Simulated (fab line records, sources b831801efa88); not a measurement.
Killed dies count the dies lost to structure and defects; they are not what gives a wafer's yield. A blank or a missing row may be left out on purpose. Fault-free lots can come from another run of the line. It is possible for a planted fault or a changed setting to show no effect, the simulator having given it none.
A lot that was struck, set against a sound lot -- flow sfq line -- 32 steps out of a route of 325
Sound: wafers L239.1, L239.4, L239.6. Struck: wafer L231.2 (L231.3, L231.6, from the same lot, were not struck and are left out); the cause is given at the end.
Each step with rows lists, per side, the tool, then ch with its chambers, then its first start. Under that, the readings that differ: sound wafers -- struck wafers -- difference of the means -- sigmas: that difference in standard deviations of wafers without a fault.
alike: readings whose means differ by less than 2 such deviations, and words and numbers that are the same on both sides. not compared: withheld readings, readings that some wafer has no value for, bounds like >300 that may hide the same value, and numbers for which the record gives no deviation and whose values overlap.
The two part at a step that has a row with sigmas, a row that says differs or no value, or rows on one side only. Non-overlapping numbers with no deviation appear without sigmas and do not part them. A reading that every wafer of one side lacks parts them only if that side has two wafers or more.

SFQ_INCOMING_BOW_MEAS_900:
  struck on film metro-01, day 3 17:01; sound on film metro-03, day 5 09:00
  alike: INCOMING_BOW
then, 1 step without rows for these wafers: SFQ_TRILAYER_INCOMING_OXIDATION_002 (target thk 500 nm, ox time 4939 s).
SFQ_TRILAYER_L0_DEP_SPUTTER_003: material MoNx KI, target thk 40 nm, time 100 s.
  struck on pvd sputter-03, day 3 19:29; sound on pvd sputter-05, day 5 11:29
reading,sound,struck,difference,sigmas
model.MoNx_KI_of_TRILAYER_L0_DEP_SPUTTER_003.thk nm (nm),39.99 40.44 40.78,48.6,+8.2,
  alike: throttle valve pct
SFQ_L0_RS_MEAS_901: measures by four-point-probe.
  struck on film metro-01, day 3 19:35; sound on film metro-02, day 5 11:34
reading,sound,struck,difference,sigmas
L0_MONX_KI_RS (ohm/sq),43.4 43.0 42.6,35.7,-7.3,-20
SFQ_L0_THK_MEAS_902: measures by xrf.
  struck on film metro-01, day 3 19:41; sound on film metro-02, day 5 11:41
reading,sound,struck,difference,sigmas
L0_MONX_KI_THK (nm),40.7 41.2 41.5,49.1,+8.0,+20
then, 7 steps without rows for these wafers: SFQ_TRILAYER_L0_LITHO_COAT_010 (resist thk 62 nm); SFQ_TRILAYER_L0_LITHO_COAT_005 (resist thk 600 nm); SFQ_TRILAYER_L0_LITHO_SOFTBAKE_009; SFQ_TRILAYER_L0_LITHO_EXPOSE_006 (exposes mask L0, target cd 2000 nm); SFQ_TRILAYER_L0_LITHO_PEB_008 (peb time 60 s); SFQ_TRILAYER_L0_LITHO_DEVELOP_007 (time 60 s); SFQ_TRILAYER_L0_BARC_OPEN_METAL_ETCH_010 (etches BARC in O2, target depth 125 nm, time 41.7 s).
-- the record jumps here: 3 days lie between the struck wafers' starts before and after --
SFQ_TRILAYER_L0_ETCH_METAL_ETCH_008: etches MoNx KI in SF6/O2, stops on SiO2, target depth 50 nm, time 25 s.
  sound on rie metal-02 ch 0,1, day 9 03:23; struck on rie metal-01 ch 0, day 7 01:56
reading,sound,struck,difference,sigmas
oes product au (a.u.),0.876 0.888 0.886,0.984,+0.101,+17
  alike: drypump motor current A
  not compared: rf hours counter h
then, 2 steps without rows for these wafers: SFQ_TRILAYER_L0_STRIP_STRIP_009 (strips in O2); SFQ_TRILAYER_L0_STRIP_SOLV_CLEAN_010 (cleans in NMP, time 600 s).
SFQ_TRILAYER_L0_CAP_PECVD_011: deposits SiO2 from SiH4/N2O, time 13.333 s, target thk 60 nm.
  sound on pecvd-04 ch 0,1,2, day 9 04:13; struck on pecvd-03 ch 2, day 7 02:46
reading,sound,struck,difference,sigmas
heater power w (W),76 90 64,92,+15,+2
  alike: showerhead vpp V, throttle valve pct
then, 6 steps without rows for these wafers: SFQ_TRILAYER_L0_VIA_LITHO_COAT_018 (resist thk 62 nm); SFQ_TRILAYER_L0_VIA_LITHO_COAT_013 (resist thk 650 nm); SFQ_TRILAYER_L0_VIA_LITHO_SOFTBAKE_017; SFQ_TRILAYER_L0_VIA_LITHO_EXPOSE_014 (exposes mask L0V, target cd 700 nm); SFQ_TRILAYER_L0_VIA_LITHO_PEB_016 (peb time 60 s); SFQ_TRILAYER_L0_VIA_LITHO_DEVELOP_015 (time 60 s).
-- the record jumps here: 4 days lie between the struck wafers' starts before and after --
SFQ_L0V_OVL_MEAS_903:
  struck on overlay-02, day 11 00:52; sound on overlay-02, day 13 12:08
  alike: L0V_OVL
SFQ_TRILAYER_L0_VIA_BARC_OPEN_VIA_ETCH_021: etches BARC in O2, target depth 125 nm, time 41.7 s.
  sound on rie diel-01 ch 1,2,3, day 13 12:10; struck on rie diel-01 ch 0, day 11 00:54
reading,sound,struck,difference,sigmas
drypump motor current A (A),4.8 5.1 4.9,6.5,+1.6,+3
  alike: oes product au
  not compared: rf hours counter h
SFQ_TRILAYER_L0_VIA_ETCH_VIA_ETCH_016: etches SiO2 in CHF3, stops on MoNx KI, target depth 80 nm.
  sound on rie diel-01 ch 1,2,3, day 13 12:13; struck on rie diel-01 ch 0, day 11 00:56
reading,sound,struck,difference,sigmas
drypump motor current A (A),4.8 5.2 4.9,6.5,+1.5,+3
oes product au (a.u.),0.837 0.849 0.847,0.827,-0.017,-2
SFQ_TRILAYER_L0_VIA_STRIP_STRIP_017: strips in O2.
  sound on rie metal-01 ch 0,1, day 13 12:16; struck on rie metal-01 ch 1, day 11 00:59
  alike: drypump motor current A, oes product au, platen temp c
  not compared: rf hours counter h
then, 2 steps without rows for these wafers: SFQ_TRILAYER_L0_VIA_STRIP_SOLV_CLEAN_018 (cleans in NMP, time 600 s); SFQ_TRILAYER_M0_DEP_PRE_CLEAN_020 (time 15 s).
SFQ_TRILAYER_M0_DEP_SPUTTER_019: material Nb, target thk 200 nm, time 133.3 s.
  struck on pvd sputter-03, day 11 01:48; sound on pvd sputter-03, day 13 13:04
  alike: substrate temp c, throttle valve pct
SFQ_M0_RS_MEAS_904: measures by four-point-probe.
  struck on film metro-03, day 11 01:55; sound on film metro-04, day 13 13:09
  alike: M0_NB_RS
then, 1 step without rows for these wafers: SFQ_TRILAYER_M0_LITHO_COAT_026 (resist thk 62 nm).
-- the record jumps here: 64 days lie between the struck wafers' starts before and after --
SFQ_M8_BOW_MEAS_951:
  struck on film metro-02, day 75 09:39; sound on film metro-03, day 81 02:49
reading,sound,struck,difference,sigmas
model.etest.l0.ohm sq,43.49 43 42.65,35.78,-7.27,
model.etest.l0v.link ohm,44.39 43.91 43.55,36.7,-7.2,
model.etest.l0.ohm um,21.72 21.49 21.32,17.91,-3.60,
  alike: M8_BOW

WHERE THEY PART
At SFQ_L0_RS_MEAS_901 first; at SFQ_TRILAYER_L0_VIA_ETCH_VIA_ETCH_016 last (within this record only). Later steps at which nothing parts them and some readings are alike: SFQ_TRILAYER_L0_VIA_STRIP_STRIP_017, SFQ_TRILAYER_M0_DEP_SPUTTER_019, SFQ_M0_RS_MEAS_904, SFQ_M8_BOW_MEAS_951.

WHY: whatever the simulator had introduced
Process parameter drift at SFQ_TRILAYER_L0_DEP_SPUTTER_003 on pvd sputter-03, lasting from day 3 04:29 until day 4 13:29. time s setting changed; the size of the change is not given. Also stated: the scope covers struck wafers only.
